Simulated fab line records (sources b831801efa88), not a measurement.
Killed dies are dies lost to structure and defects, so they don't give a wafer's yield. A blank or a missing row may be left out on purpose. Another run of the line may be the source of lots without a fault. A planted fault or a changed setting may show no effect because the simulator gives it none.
fab line records -- flow gf180mcu
record: lots: 13, wafers: 39, lastDay: 35
route steps=602 shown STI@1 HV_LDD@232 SAB@273 M1@329
lots with no fault: from the same line, run without faults
startH: hours from the record's opening day to when the first of the lot's shown wafers began -- waitH: hours from the lot's prior step to this one -- " identical to the entry in the row above -- L1.1+2: a single row standing in for several wafers -- - value missing, or start not given -- * or withheld: withheld -- < > ~ a bound
route shown NAME@n: a module of which the file shows steps, and the number in the route of the first -- usual: mean/standard deviation taken from wafers without a fault -- same: alike in all rows -- chamber/n: place in a boat -- sites: each site's reading -- _std_site: how widely they spread, as a standard deviation -- _edge_site: outer sites' mean less inner sites' -- radiusMm: for every site, how far away it sits from the centre of the wafer -- mask NAME#n: copy n -- behind: the last tool/chamber to shape the wafer -- hold: what put the lot on hold/how long, in hours/how the hold closed -- device: the transistor (n, p or np) that didn't switch -- end of line: the tests these same wafers got at the end of their route -- a step with no rows: only its recipe -- killed: not the wafer's yield, but the dies lost to structure and defects at the first sort -- map: dies across one wafer; x = killed, . = not, _ = none there
set.NAME: setting as actually run; set.NAME@STEP: the setting as run at that earlier step -- model.NAME: the simulator's own value behind a step, which no gauge read
a sample of lots followed through the steps of the route, with each step as a table and each wafer as a row
services: from which hour (startH, from the record's first day; less than 0 if before it) a tool's chamber was out of use, for how many hours, and why
== steps ==
step: GF_STI_BOW_MEAS_00
recipe: mode: bow
usual: INCOMING_BOW: -1/6.5
lot.wafer,tool,chamber,startH,waitH,INCOMING_BOW[um]
L831.2,filmMetro-01,-,10.02,-,-3
L831.4,filmMetro-01,-,10.02,-,-5
L831.6,filmMetro-01,-,10.02,-,-3
L834.1,filmMetro-03,-,25.00,-,9
L834.5,filmMetro-03,-,25.00,-,10
L834.6,filmMetro-03,-,25.00,-,-6
L835.2,filmMetro-04,-,30.02,-,0
L835.3,filmMetro-04,-,30.02,-,1
L835.5,filmMetro-04,-,30.02,-,2
L836.1,filmMetro-03,-,35.00,-,-10
L836.2,filmMetro-03,-,35.00,-,7
L836.4,filmMetro-03,-,35.00,-,5
L837.1,filmMetro-01,-,40.00,-,2
L837.2,filmMetro-01,-,40.00,-,0
L837.4,filmMetro-01,-,40.00,-,-3
L838.1,filmMetro-01,-,45.00,-,6
L838.2,filmMetro-01,-,45.00,-,6
L838.5,filmMetro-01,-,45.00,-,-1
L840.3,filmMetro-01,-,55.04,-,-13
L840.4,filmMetro-01,-,55.04,-,-5
L840.6,filmMetro-01,-,55.04,-,11
L841.1,filmMetro-01,-,60.00,-,-8
L841.4,filmMetro-01,-,60.00,-,1
L841.6,filmMetro-01,-,60.00,-,6
L842.2,filmMetro-04,-,65.02,-,-4
L842.3,filmMetro-04,-,65.02,-,9
L842.4,filmMetro-04,-,65.02,-,-8
L844.3,filmMetro-04,-,75.04,-,0
L844.4,filmMetro-04,-,75.04,-,-4
L844.6,filmMetro-04,-,75.04,-,8
L846.3,filmMetro-04,-,85.06,-,0
L846.4,filmMetro-04,-,85.06,-,-9
L846.5,filmMetro-04,-,85.06,-,0
L851.2,filmMetro-01,-,110.02,-,1
L851.5,filmMetro-01,-,110.02,-,6
L851.6,filmMetro-01,-,110.02,-,-3
L854.1,filmMetro-01,-,125.00,-,3
L854.3,filmMetro-01,-,125.00,-,11
L854.4,filmMetro-01,-,125.00,-,0
step: GF_HV_LDD_CVD_56
recipe: material: Si3N4, precursor: DCS/NH3, targetThkNm: 90, tempC: 770, timeS: 1543, pressureMtorr: 250
lot.wafer,tool,chamber,startH,waitH
L831.2+4+6,lpcvd-01,0,283.38,0.0
L834.1+5+6,lpcvd-01,0,312.66,0.2
L835.2+3+5,lpcvd-02,0,313.79,1.1
L836.1+2+4,lpcvd-02,0,318.97,0.1
L837.1+2+4,lpcvd-02,0,337.30,0.1
L838.1+2+5,lpcvd-01,1,339.72,0.1
L840.3+4+6,lpcvd-01,0,349.66,0.0
L841.1+4+6,lpcvd-01,1,360.08,0.1
L842.2+3+4,lpcvd-02,0,368.12,0.0
L844.3+4+6,lpcvd-01,1,387.31,0.0
L846.3+4+5,lpcvd-01,1,405.02,0.0
L851.2+5+6,lpcvd-02,0,454.62,1.0
L854.1+3+4,lpcvd-01,0,475.68,0.1
step: GF_HV_LDD_THK_MEAS_57
recipe: reads: Si3N4_of_HV_LDD_CVD_56
usual: HV_LDD_CVD_56_THK: 89.9/0.81
lot.wafer,tool,chamber,startH,waitH,HV_LDD_CVD_56_THK[nm]
L831.2,filmMetro-01,-,284.82,0.0,89.9
L831.4,filmMetro-01,-,284.82,0.0,89.4
L831.6,filmMetro-01,-,284.82,0.0,90.2
L834.1,filmMetro-01,-,314.09,0.0,89.8
L834.5,filmMetro-01,-,314.09,0.0,90.4
L834.6,filmMetro-01,-,314.09,0.0,91.2
L835.2,filmMetro-01,-,315.23,0.0,89.5
L835.3,filmMetro-01,-,315.23,0.0,88.8
L835.5,filmMetro-01,-,315.23,0.0,89.1
L836.1,filmMetro-02,-,320.40,0.0,91.6
L836.2,filmMetro-02,-,320.40,0.0,91.1
L836.4,filmMetro-02,-,320.40,0.0,90.7
L837.1,filmMetro-02,-,338.73,0.0,90.2
L837.2,filmMetro-02,-,338.73,0.0,91.1
L837.4,filmMetro-02,-,338.73,0.0,91.5
L838.1,filmMetro-01,-,341.15,0.0,89.7
L838.2,filmMetro-01,-,341.15,0.0,89.4
L838.5,filmMetro-01,-,341.15,0.0,89.4
L840.3,filmMetro-02,-,351.10,0.0,90.4
L840.4,filmMetro-02,-,351.10,0.0,90.2
L840.6,filmMetro-02,-,351.10,0.0,90.0
L841.1,filmMetro-02,-,361.51,0.0,89.5
L841.4,filmMetro-02,-,361.51,0.0,89.3
L841.6,filmMetro-02,-,361.51,0.0,89.5
L842.2,filmMetro-04,-,369.56,0.0,90.4
L842.3,filmMetro-04,-,369.56,0.0,90.7
L842.4,filmMetro-04,-,369.56,0.0,89.8
L844.3,filmMetro-01,-,388.76,0.0,84.6
L844.4,filmMetro-01,-,388.76,0.0,84.3
L844.6,filmMetro-01,-,388.76,0.0,84.2
L846.3,filmMetro-02,-,406.47,0.0,85.5
L846.4,filmMetro-02,-,406.47,0.0,85.4
L846.5,filmMetro-02,-,406.47,0.0,84.8
L851.2,filmMetro-02,-,456.06,0.0,90.1
L851.5,filmMetro-02,-,456.06,0.0,89.2
L851.6,filmMetro-02,-,456.06,0.0,90.2
L854.1,filmMetro-04,-,477.11,0.0,89.8
L854.3,filmMetro-04,-,477.11,0.0,89.6
L854.4,filmMetro-04,-,477.11,0.0,89.7
step: GF_HV_LDD_ETCHBACK_58
recipe: chemistry: CH3F/O2, target: Si3N4, stopOn: SiO2, sourceW: 400, biasW: 80, pressureMtorr: 25, ch3fFlowSccm: 40, O2_flow_sccm: 30, timeS: 100, targetDepthA: 900
usual: biasW: 79.98/0.23, drypumpMotorCurrentA: 5.5/0.43, oesProductAu: 0.842/0.0061, rfFwdPowerW: 397.1/1.5, throttleValvePct: 10.560/0.0083
lot.wafer,tool,chamber,startH,waitH,biasW,drypumpMotorCurrentA,oesProductAu,rfFwdPowerW,rfHoursCounterH,throttleValvePct
L831.2,rieDiel-04,2,284.87,0.0,80.07,5.5,0.839,397.9,128,10.547
L831.4,rieDiel-04,2,284.87,0.0,80.01,5.5,0.834,398.4,-,10.560
L831.6,rieDiel-04,3,284.87,0.0,79.53,5.3,0.834,395.9,-,10.552
L834.1,rieDiel-02,2,314.15,0.1,80.47,4.9,0.831,396.9,17,10.563
L834.5,rieDiel-02,1,314.15,0.1,80.28,4.7,0.842,398.7,-,10.545
L834.6,rieDiel-02,2,314.15,0.1,80.37,4.9,0.851,397.7,-,10.575
L835.2,rieDiel-04,1,315.28,0.0,79.93,5.4,0.842,397.6,65,10.575
L835.3,rieDiel-04,0,315.28,0.0,79.80,5.8,0.834,398.0,4,10.557
L835.5,rieDiel-04,1,315.28,0.0,79.84,5.4,0.836,396.6,-,10.561
L836.1,rieDiel-02,0,320.46,0.1,79.92,5.7,0.841,397.7,80,10.549
L836.2,rieDiel-02,3,320.46,0.1,79.97,5.5,0.845,395.7,0,10.562
L836.4,rieDiel-02,1,320.46,0.1,80.16,4.7,0.846,399.3,71,10.556
L837.1,rieDiel-01,1,338.79,0.1,80.21,6.5,0.841,396.6,1,10.565
L837.2,rieDiel-01,0,338.79,0.1,79.86,5.5,0.845,394.6,7,10.554
L837.4,rieDiel-01,2,338.79,0.1,80.06,5.4,0.846,398.7,2,10.561
L838.1,rieDiel-02,2,341.21,0.1,79.87,4.9,0.834,395.9,18,10.563
L838.2,rieDiel-02,3,341.21,0.1,79.92,5.5,0.834,396.0,1,10.565
L838.5,rieDiel-02,2,341.21,0.1,80.24,5.0,0.840,394.7,-,10.557
L840.3,rieDiel-04,3,351.14,0.0,80.41,5.3,0.845,399.7,97,10.547
L840.4,rieDiel-04,2,351.14,0.0,79.56,5.5,0.841,397.9,0,10.571
L840.6,rieDiel-04,3,351.14,0.0,79.98,5.3,0.841,396.8,-,10.566
L841.1,rieDiel-02,0,361.57,0.1,80.14,5.7,0.837,394.4,82,10.558
L841.4,rieDiel-02,3,361.57,0.1,79.97,5.5,0.846,396.7,1,10.548
L841.6,rieDiel-02,1,361.57,0.1,80.40,4.6,0.843,400.4,-,10.560
L842.2,rieDiel-04,1,369.61,0.0,80.17,5.3,0.845,396.1,67,10.564
L842.3,rieDiel-04,0,369.61,0.0,79.64,5.7,0.849,398.0,5,10.569
L842.4,rieDiel-04,3,369.61,0.0,79.88,5.3,0.841,396.5,98,10.557
L844.3,rieDiel-02,2,388.80,0.0,79.83,5.0,0.814,393.3,19,10.553
L844.4,rieDiel-02,0,388.80,0.0,80.28,5.8,0.810,395.6,82,10.550
L844.6,rieDiel-02,3,388.80,0.0,80.14,5.5,0.814,396.5,-,10.560
L846.3,rieDiel-04,0,406.51,0.0,79.71,5.8,0.827,397.2,6,10.553
L846.4,rieDiel-04,1,406.51,0.0,79.98,5.4,0.819,396.0,-,10.574
L846.5,rieDiel-04,2,406.51,0.0,80.15,5.5,0.809,399.7,-,10.549
L851.2,rieDiel-01,2,456.11,0.0,80.26,5.4,0.845,400.3,5,10.559
L851.5,rieDiel-01,1,456.11,0.0,80.32,6.5,0.837,396.2,-,10.547
L851.6,rieDiel-01,2,456.11,0.0,80.06,5.4,0.837,399.0,-,10.564
L854.1,rieDiel-01,1,477.17,0.1,79.31,6.5,0.838,397.2,5,10.567
L854.3,rieDiel-01,2,477.17,0.1,79.80,5.5,0.843,397.6,5,10.562
L854.4,rieDiel-01,0,477.17,0.1,80.12,5.4,0.843,396.9,10,10.556
step: GF_SAB_CD_MEAS_09
recipe: targetCdNm: 420
usual: cdNm: 420.3/2.4
lot.wafer,tool,chamber,startH,waitH,cdNm
L831.2,cdSem-02,-,347.58,0.1,421.8
L831.4,cdSem-02,-,347.58,0.1,420.4
L831.6,cdSem-02,-,347.58,0.1,420.4
L834.1,cdSem-01,-,379.36,0.1,423.0
L834.5,cdSem-01,-,379.36,0.1,422.9
L834.6,cdSem-01,-,379.36,0.1,423.7
L835.2,cdSem-01,-,381.50,0.1,420.7
L835.3,cdSem-01,-,381.50,0.1,423.2
L835.5,cdSem-01,-,381.50,0.1,419.9
L836.1,cdSem-01,-,386.76,0.1,422.9
L836.2,cdSem-01,-,386.76,0.1,422.2
L836.4,cdSem-01,-,386.76,0.1,422.1
L837.1,cdSem-01,-,406.98,0.1,422.9
L837.2,cdSem-01,-,406.98,0.1,423.1
L837.4,cdSem-01,-,406.98,0.1,422.6
L838.1,cdSem-01,-,411.06,0.1,418.4
L838.2,cdSem-01,-,411.06,0.1,418.7
L838.5,cdSem-01,-,411.06,0.1,415.2
L840.3,cdSem-01,-,421.77,0.1,419.8
L840.4,cdSem-01,-,421.77,0.1,419.8
L840.6,cdSem-01,-,421.77,0.1,417.8
L841.1,cdSem-02,-,433.77,0.1,421.6
L841.4,cdSem-02,-,433.77,0.1,421.2
L841.6,cdSem-02,-,433.77,0.1,421.7
L842.2,cdSem-02,-,441.13,0.1,422.5
L842.3,cdSem-02,-,441.13,0.1,424.2
L842.4,cdSem-02,-,441.13,0.1,421.9
L844.3,cdSem-02,-,463.45,0.1,419.5
L844.4,cdSem-02,-,463.45,0.1,419.9
L844.6,cdSem-02,-,463.45,0.1,421.2
L846.3,cdSem-02,-,480.05,0.1,413.5
L846.4,cdSem-02,-,480.05,0.1,416.0
L846.5,cdSem-02,-,480.05,0.1,415.5
L851.2,cdSem-01,-,529.69,0.1,420.1
L851.5,cdSem-01,-,529.69,0.1,422.7
L851.6,cdSem-01,-,529.69,0.1,421.0
L854.1,cdSem-02,-,548.76,0.1,417.2
L854.3,cdSem-02,-,548.76,0.1,417.4
L854.4,cdSem-02,-,548.76,0.1,417.6
step: GF_M1_CD_MEAS_14
recipe: targetCdNm: 230
usual: cdNm: 230.3/1
lot.wafer,tool,chamber,startH,waitH,cdNm
L831.2,cdSem-01,-,395.61,0.1,232.0
L831.4,cdSem-01,-,395.61,0.1,230.2
L831.6,cdSem-01,-,395.61,0.1,230.5
L834.1,cdSem-02,-,430.36,0.2,229.1
L834.5,cdSem-02,-,430.36,0.2,228.4
L834.6,cdSem-02,-,430.36,0.2,228.6
L835.2,cdSem-01,-,431.54,0.1,231.1
L835.3,cdSem-01,-,431.54,0.1,231.2
L835.5,cdSem-01,-,431.54,0.1,232.1
L836.1,cdSem-02,-,438.29,0.1,230.5
L836.2,cdSem-02,-,438.29,0.1,231.0
L836.4,cdSem-02,-,438.29,0.1,231.1
L837.1,cdSem-01,-,458.92,0.1,230.9
L837.2,cdSem-01,-,458.92,0.1,231.5
L837.4,cdSem-01,-,458.92,0.1,231.0
L838.1,cdSem-01,-,462.83,0.1,230.1
L838.2,cdSem-01,-,462.83,0.1,230.7
L838.5,cdSem-01,-,462.83,0.1,230.9
L840.3,cdSem-01,-,474.32,0.1,230.7
L840.4,cdSem-01,-,474.32,0.1,230.9
L840.6,cdSem-01,-,474.32,0.1,230.4
L841.1,cdSem-01,-,487.69,0.1,228.1
L841.4,cdSem-01,-,487.69,0.1,229.8
L841.6,cdSem-01,-,487.69,0.1,229.5
L842.2,cdSem-02,-,493.01,0.1,231.2
L842.3,cdSem-02,-,493.01,0.1,231.4
L842.4,cdSem-02,-,493.01,0.1,231.9
L844.3,cdSem-02,-,515.21,0.1,228.8
L844.4,cdSem-02,-,515.21,0.1,228.5
L844.6,cdSem-02,-,515.21,0.1,229.7
L846.3,cdSem-02,-,531.61,0.1,230.4
L846.4,cdSem-02,-,531.61,0.1,230.2
L846.5,cdSem-02,-,531.61,0.1,230.1
L851.2,cdSem-01,-,578.00,0.1,230.7
L851.5,cdSem-01,-,578.00,0.1,230.4
L851.6,cdSem-01,-,578.00,0.1,229.9
L854.1,cdSem-01,-,597.48,0.1,229.6
L854.3,cdSem-01,-,597.48,0.1,230.1
L854.4,cdSem-01,-,597.48,0.1,230.9
== services ==
tool,chamber,startH,hours,kind
lpcvd-01,-,289.40,6.0,pm
rieDiel-02,3,299.65,-,clean
rieDiel-02,3,299.65,18.2,scheduledDown
rieDiel-02,3,299.65,18.2,ventCycle
rieDiel-01,2,302.99,7.6,repair
rieDiel-01,0,309.43,2.7,repair
rieDiel-04,2,312.36,-,clean
rieDiel-04,2,312.36,24.0,scheduledDown
rieDiel-01,0,315.13,5.3,repair
lpcvd-01,-,317.69,2.8,pm
rieDiel-02,-,341.99,1.9,repair
rieDiel-02,0,361.72,1.6,repair
rieDiel-04,3,387.73,1.4,repair
rieDiel-04,3,390.68,21.7,repair
rieDiel-04,0,392.87,5.2,repair
lpcvd-02,-,404.94,14.6,pm
rieDiel-01,-,405.39,2.8,pm
rieDiel-02,1,406.66,2.0,repair
rieDiel-02,0,417.42,5.1,repair
rieDiel-02,0,424.02,4.9,repair
rieDiel-04,1,432.71,10.8,repair
rieDiel-02,2,442.14,46.9,repair
rieDiel-04,1,464.54,3.6,repair
rieDiel-02,-,469.47,0.5,repair
== key ==
firstSign: step: GF_HV_LDD_THK_MEAS_57, reading: HV_LDD_CVD_56_THK, direction: down, sigmas: 6.3, usual: 89.9, struck: 84.8
effect: step: GF_HV_LDD_ETCHBACK_58, reading: oesProductAu, direction: down, sigmas: 4.3, usual: 0.842, struck: 0.815
metAt GF_HV_LDD_CVD_56
struckLots L844,L846
testerLeftOut L844,L846
notActingAt GF_STI_BOW_MEAS_00,GF_SAB_CD_MEAS_09,GF_M1_CD_MEAS_14
onsetBetween 360.08 387.31
fault: kind: processParameterDrift, tool: lpcvd-01, chamber: -, onsetH: 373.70, steps: GF_HV_LDD_CVD_56, channel: timeS, offset: *, shape: step, endH: 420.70, actsIn: *, stated: *
testerLeftOut: of these lots the tester's yield and bins aren't shown, on N5 and GAA mostly nor the transistor test; their killed dies are dies lost to structure and defects alone, not to doping, threshold or leakage, so they don't give the yield
